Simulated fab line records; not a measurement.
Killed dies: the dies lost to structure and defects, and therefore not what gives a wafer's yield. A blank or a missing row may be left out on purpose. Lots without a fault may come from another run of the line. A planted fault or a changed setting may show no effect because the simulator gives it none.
Which tool is to blame? :: flow sky130 :: 12 lots with 36 wafers sampled at 4 steps, on a route of 708 steps

== WHAT THE GAUGES READ, wafer by wafer ==
SKY_LDD_LDN_OVL_MEAS_07. Usual: LDD_LDN_OVL typically reads 0.6 nm, with standard deviation 1.2.
lot: L601
measured: day 23 11:58
on: overlay-01
LDD_LDN_OVL (nm): -0.1 0.9 2.0
flag: 

lot: L604
measured: day 24 15:22
on: overlay-01
LDD_LDN_OVL (nm): 2.4 0.9 1.4
flag: 

lot: L606
measured: day 25 05:47
on: overlay-01
LDD_LDN_OVL (nm): 0.4 -0.1 0.0
flag: 

lot: L607
measured: day 25 15:40
on: overlay-02
LDD_LDN_OVL (nm): 0.3 0.3 0.8
flag: 

lot: L608
measured: day 26 06:56
on: overlay-02
LDD_LDN_OVL (nm): -0.2 -1.4 -0.7
flag: 

lot: L612
measured: day 27 14:46
on: overlay-01
LDD_LDN_OVL (nm): 0.1 -0.5 0.5
flag: 

lot: L613
measured: day 27 15:58
on: overlay-02
LDD_LDN_OVL (nm): 3.0 0.7 0.2
flag: 

lot: L614
measured: day 28 03:43
on: overlay-02
LDD_LDN_OVL (nm): 2.7 0.8 0.7
flag: 

lot: L618
measured: day 29 12:57
on: overlay-02
LDD_LDN_OVL (nm): 3.6 2.1 -0.1
flag: 

lot: L621
measured: day 30 10:55
on: overlay-01
LDD_LDN_OVL (nm): -1.1 -1.2 1.1
flag: 

lot: L622
measured: day 30 21:39
on: overlay-02
LDD_LDN_OVL (nm): 0.3 2.7 1.3
flag: 

lot: L623
measured: day 31 00:47
on: overlay-02
LDD_LDN_OVL (nm): 0.4 -0.3 1.7
flag: 

== EACH LOT AND THE TOOL THAT RAN IT (in order: tool; ch and the chambers of the sampled wafers; start) ==
lot: L601
SKY_SONOS_ONO_ETCH_15: rie-diel-04 ch 2,3, day 13 01:21
SKY_LDD_N_IMPLANT_14: implanter-03 ch 0, day 18 07:41
SKY_LDD_HVP_STRIP_09: plasma-asher-03 ch 0,1, day 22 05:15

lot: L604
SKY_SONOS_ONO_ETCH_15: rie-diel-04 ch 0,2, day 13 23:54
SKY_LDD_N_IMPLANT_14: implanter-04 ch 0, day 19 10:36
SKY_LDD_HVP_STRIP_09: plasma-asher-03 ch 0,1, day 23 08:32

lot: L606
SKY_SONOS_ONO_ETCH_15: rie-diel-04 ch 0,1, day 14 17:01
SKY_LDD_N_IMPLANT_14: implanter-02 ch 0, day 20 03:01
SKY_LDD_HVP_STRIP_09: plasma-asher-03 ch 0,1, day 24 00:17

lot: L607
SKY_SONOS_ONO_ETCH_15: rie-diel-03 ch 1,2, day 14 23:16
SKY_LDD_N_IMPLANT_14: implanter-04 ch 0, day 20 12:09
SKY_LDD_HVP_STRIP_09: plasma-asher-02 ch 0,1, day 24 09:20

lot: L608
SKY_SONOS_ONO_ETCH_15: rie-diel-02 ch 0,3, day 15 09:55
SKY_LDD_N_IMPLANT_14: implanter-03 ch 0, day 21 04:21
SKY_LDD_HVP_STRIP_09: plasma-asher-04 ch 0,1, day 25 01:01

lot: L612
SKY_SONOS_ONO_ETCH_15: rie-diel-04 ch 1,2,3, day 16 17:01
SKY_LDD_N_IMPLANT_14: implanter-02 ch 0, day 22 11:27
SKY_LDD_HVP_STRIP_09: plasma-asher-04 ch 0,1, day 26 08:39

lot: L613
SKY_SONOS_ONO_ETCH_15: rie-diel-04 ch 1,2, day 17 00:19
SKY_LDD_N_IMPLANT_14: implanter-02 ch 0, day 22 14:20
SKY_LDD_HVP_STRIP_09: plasma-asher-02 ch 0,1, day 26 10:05

lot: L614
SKY_SONOS_ONO_ETCH_15: rie-diel-02 ch 2,3, day 17 12:04
SKY_LDD_N_IMPLANT_14: implanter-03 ch 0, day 23 01:53
SKY_LDD_HVP_STRIP_09: plasma-asher-03 ch 0,1, day 26 22:08

lot: L618
SKY_SONOS_ONO_ETCH_15: rie-diel-03 ch 0,1,3, day 18 19:55
SKY_LDD_N_IMPLANT_14: implanter-04 ch 0, day 24 13:12
SKY_LDD_HVP_STRIP_09: plasma-asher-02 ch 0,1, day 28 08:38

lot: L621
SKY_SONOS_ONO_ETCH_15: rie-diel-04 ch 0,1,2, day 19 22:37
SKY_LDD_N_IMPLANT_14: implanter-04 ch 0, day 25 13:06
SKY_LDD_HVP_STRIP_09: plasma-asher-04 ch 0,1, day 29 06:47

lot: L622
SKY_SONOS_ONO_ETCH_15: rie-diel-04 ch 1,2, day 20 09:29
SKY_LDD_N_IMPLANT_14: implanter-02 ch 0, day 25 23:35
SKY_LDD_HVP_STRIP_09: plasma-asher-02 ch 0,1, day 29 17:39

lot: L623
SKY_SONOS_ONO_ETCH_15: rie-diel-02 ch 2,3, day 20 12:31
SKY_LDD_N_IMPLANT_14: implanter-03 ch 0, day 26 03:08
SKY_LDD_HVP_STRIP_09: plasma-asher-03 ch 0,1, day 29 20:25
- SKY_SONOS_ONO_ETCH_15: etches the open film in CHF3/O2, target depth 19.52 nm, time 7.8 s.
- SKY_LDD_N_IMPLANT_14
- SKY_LDD_HVP_STRIP_09: strips in O2/N2.

== AS READ BY THE TOOLS THEMSELVES (means over the sampled wafers that have a number; for cases with no such wafer, the mark the record gives instead) ==
SKY_SONOS_ONO_ETCH_15. Usual: drypump-motor-current-A 5.7 A, standard deviation 0.43; oes-product-au 1.003 a.u., standard deviation 0.0077; throttle-valve-pct 8.825 %, standard deviation 0.0091.
lot: L601
tool: rie-diel-04
drypump-motor-current-A (A): 5.8
oes-product-au (a.u.): 1.002
throttle-valve-pct (%): 8.824
flag: 

lot: L604
tool: rie-diel-04
drypump-motor-current-A (A): 5.3
oes-product-au (a.u.): 1.005
throttle-valve-pct (%): 8.823
flag: 

lot: L606
tool: rie-diel-04
drypump-motor-current-A (A): 6.0
oes-product-au (a.u.): 1.007
throttle-valve-pct (%): 8.823
flag: 

lot: L607
tool: rie-diel-03
drypump-motor-current-A (A): 5.9
oes-product-au (a.u.): 1.004
throttle-valve-pct (%): 8.821
flag: 

lot: L608
tool: rie-diel-02
drypump-motor-current-A (A): 5.7
oes-product-au (a.u.): 0.999
throttle-valve-pct (%): 8.836
flag: 

lot: L612
tool: rie-diel-04
drypump-motor-current-A (A): 5.7
oes-product-au (a.u.): 1.009
throttle-valve-pct (%): 8.824
flag: 

lot: L613
tool: rie-diel-04
drypump-motor-current-A (A): 5.2
oes-product-au (a.u.): 1.011
throttle-valve-pct (%): 8.825
flag: 

lot: L614
tool: rie-diel-02
drypump-motor-current-A (A): 5.8
oes-product-au (a.u.): 0.994
throttle-valve-pct (%): 8.826
flag: 

lot: L618
tool: rie-diel-03
drypump-motor-current-A (A): 5.5
oes-product-au (a.u.): 1.012
throttle-valve-pct (%): 8.818
flag: 

lot: L621
tool: rie-diel-04
drypump-motor-current-A (A): 5.7
oes-product-au (a.u.): 1.009
throttle-valve-pct (%): 8.816
flag: 

lot: L622
tool: rie-diel-04
drypump-motor-current-A (A): 5.5
oes-product-au (a.u.): 1.007
throttle-valve-pct (%): 8.824
flag: 

lot: L623
tool: rie-diel-02
drypump-motor-current-A (A): 5.8
oes-product-au (a.u.): 0.994
throttle-valve-pct (%): 8.819
flag: 

SKY_LDD_N_IMPLANT_14. Usual: dose-ions-cm2 5e+12, standard deviation 5.6e+09; faraday-current-uA 28.2, standard deviation 0.55; tilt-deg 30.006 degrees, standard deviation 0.023.
lot: L601
tool: implanter-03
dose-ions-cm2: 5e+12
faraday-current-uA: 28.3
tilt-deg (degrees): 30.014
flag: 

lot: L604
tool: implanter-04
dose-ions-cm2: 5e+12
faraday-current-uA: 28.2
tilt-deg (degrees): 30.036
flag: 

lot: L606
tool: implanter-02
dose-ions-cm2: 5e+12
faraday-current-uA: 28.2
tilt-deg (degrees): 29.982
flag: 

lot: L607
tool: implanter-04
dose-ions-cm2: 5e+12
faraday-current-uA: 28.3
tilt-deg (degrees): 29.999
flag: 

lot: L608
tool: implanter-03
dose-ions-cm2: 5e+12
faraday-current-uA: 28.0
tilt-deg (degrees): 30.000
flag: 

lot: L612
tool: implanter-02
dose-ions-cm2: 7e+12
faraday-current-uA: 41.2
tilt-deg (degrees): 29.977
flag: OFF

lot: L613
tool: implanter-02
dose-ions-cm2: 7e+12
faraday-current-uA: 41.7
tilt-deg (degrees): 30.033
flag: OFF

lot: L614
tool: implanter-03
dose-ions-cm2: 5e+12
faraday-current-uA: 28.0
tilt-deg (degrees): 30.012
flag: 

lot: L618
tool: implanter-04
dose-ions-cm2: 5e+12
faraday-current-uA: 27.7
tilt-deg (degrees): 30.023
flag: 

lot: L621
tool: implanter-04
dose-ions-cm2: 5e+12
faraday-current-uA: 28.2
tilt-deg (degrees): 29.996
flag: 

lot: L622
tool: implanter-02
dose-ions-cm2: 5e+12
faraday-current-uA: 28.6
tilt-deg (degrees): 30.017
flag: 

lot: L623
tool: implanter-03
dose-ions-cm2: 5e+12
faraday-current-uA: 28.3
tilt-deg (degrees): 29.998
flag: 

SKY_LDD_HVP_STRIP_09. Usual: drypump-motor-current-A 5.7 A, standard deviation 0.37; n2-flow-sccm 299.9 sccm, standard deviation 0.88; oes-product-au 0.408 a.u., standard deviation 0.0039; strip-time-to-endpoint-s 4.139 s, standard deviation 0.016.
lot: L601
tool: plasma-asher-03
drypump-motor-current-A (A): 5.2
n2-flow-sccm (sccm): 298.5
oes-product-au (a.u.): 0.408
strip-time-to-endpoint-s (s): 4.139
flag: 

lot: L604
tool: plasma-asher-03
drypump-motor-current-A (A): 5.3
n2-flow-sccm (sccm): 300.6
oes-product-au (a.u.): 0.407
strip-time-to-endpoint-s (s): 4.128
flag: 

lot: L606
tool: plasma-asher-03
drypump-motor-current-A (A): 5.3
n2-flow-sccm (sccm): 299.6
oes-product-au (a.u.): 0.409
strip-time-to-endpoint-s (s): 4.140
flag: 

lot: L607
tool: plasma-asher-02
drypump-motor-current-A (A): 5.8
n2-flow-sccm (sccm): 300.1
oes-product-au (a.u.): 0.411
strip-time-to-endpoint-s (s): 4.137
flag: 

lot: L608
tool: plasma-asher-04
drypump-motor-current-A (A): 6.1
n2-flow-sccm (sccm): 300.4
oes-product-au (a.u.): 0.410
strip-time-to-endpoint-s (s): 4.148
flag: 

lot: L612
tool: plasma-asher-04
drypump-motor-current-A (A): 5.8
n2-flow-sccm (sccm): 300.2
oes-product-au (a.u.): 0.405
strip-time-to-endpoint-s (s): 4.154
flag: 

lot: L613
tool: plasma-asher-02
drypump-motor-current-A (A): 6.0
n2-flow-sccm (sccm): 299.9
oes-product-au (a.u.): 0.407
strip-time-to-endpoint-s (s): 4.141
flag: 

lot: L614
tool: plasma-asher-03
drypump-motor-current-A (A): 5.3
n2-flow-sccm (sccm): 300.0
oes-product-au (a.u.): 0.410
strip-time-to-endpoint-s (s): 4.131
flag: 

lot: L618
tool: plasma-asher-02
drypump-motor-current-A (A): 5.9
n2-flow-sccm (sccm): 299.9
oes-product-au (a.u.): 0.408
strip-time-to-endpoint-s (s): 4.138
flag: 

lot: L621
tool: plasma-asher-04
drypump-motor-current-A (A): 6.1
n2-flow-sccm (sccm): 300.8
oes-product-au (a.u.): 0.412
strip-time-to-endpoint-s (s): 4.145
flag: 

lot: L622
tool: plasma-asher-02
drypump-motor-current-A (A): 5.8
n2-flow-sccm (sccm): 299.7
oes-product-au (a.u.): 0.409
strip-time-to-endpoint-s (s): 4.120
flag: 

lot: L623
tool: plasma-asher-03
drypump-motor-current-A (A): 5.3
n2-flow-sccm (sccm): 299.7
oes-product-au (a.u.): 0.406
strip-time-to-endpoint-s (s): 4.146
flag: 

== THE ANSWER, worked out from the rows above alone ==
Rule: a lot counts as off when the mean over its wafers that have a number is more than 3 standard deviations away from the usual mean. A lot without any number at a reading at which 4 lots or more have one is off too. The other lots that the step has rows for count as sound. Order of review: gauges by route order, followed by the tools' own readings, for which a lot's mean as printed above is used. The first step at which some lot is off is used, and at that step the reading that is off furthest; a lot without a number counts as furthest.
Off: L612, L613, at SKY_LDD_N_IMPLANT_14 (dose-ions-cm2).
If a tool, at that step or one of the process steps before it, ran each lot that is off and ran no sound lot following the first of them, it fits. Not one of the candidates tried fits.

== WHAT THE SIMULATOR HAD PUT IN ==
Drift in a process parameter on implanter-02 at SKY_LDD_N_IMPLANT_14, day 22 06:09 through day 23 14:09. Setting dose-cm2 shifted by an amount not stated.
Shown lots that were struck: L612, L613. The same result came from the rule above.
